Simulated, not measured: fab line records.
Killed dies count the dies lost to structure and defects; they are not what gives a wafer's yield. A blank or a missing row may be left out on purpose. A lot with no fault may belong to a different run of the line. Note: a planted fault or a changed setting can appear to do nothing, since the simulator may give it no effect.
Matching of chambers    flow gf180mcu    GF_V3_CMP_26 on cmp-02 has 4 sister chambers
The step polishes, stops on SiO2, t overpolish 15 s, target thk 0 nm. 4 wafers are shown with their chamber, then 12 later ones without.

## WAFERS WITH THEIR CHAMBER
wafer   chamber  motor current A (A)
L086.3  2        10.5
L087.6  1        12.6
L090.1  0        12.6
L090.6  3        12.4

## WAFERS MISSING THEIR CHAMBER
wafer   motor current A (A)
L093.2  12.8
L093.3  11.9
L093.6  12.0
L095.2  10.3
L095.5  12.9
L095.6  10.1
L096.1  11.6
L096.4  11.9
L096.6  11.9
L097.4  12.9
L097.5  12.2
L097.6  12.8

## THE CHAMBER EACH PASSED THROUGH
wafer   from the rows above                in truth
L093.2  can't be placed: 0 or 1 or 3       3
L093.3  can't be placed: 3 or 0 or 1       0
L093.6  can't be placed: 3 or 0 or 1       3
L095.2  2                                  2
L095.5  can't be placed: 0 or 1 or 3       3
L095.6  2                                  2
L096.1  can't be placed: 3 or 0 or 1 or 2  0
L096.4  can't be placed: 3 or 0 or 1       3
L096.6  can't be placed: 3 or 0 or 1       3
L097.4  can't be placed: 0 or 1 or 3       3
L097.5  can't be placed: 3 or 0 or 1       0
L097.6  can't be placed: 0 or 1 or 3       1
Correctly placed: 2 of 12. Cannot be placed on the basis of these rows: 10; the candidates contain the true chamber in 10. Placed wrongly: 0.
How it was worked out, from the rows above alone: a wafer's distance from a chamber is the root of the sum, over the readings, of the square of ((its reading less the chamber's mean) divided by the reading's scatter). The wafer belongs to the nearest chamber; if the next one is less than 2 further off, it can't be placed. A chamber's mean is the mean of its shown wafers. The scatter: with one shown wafer a chamber, the root of the mean of the squares of how far each hidden wafer lies from its nearest shown one.
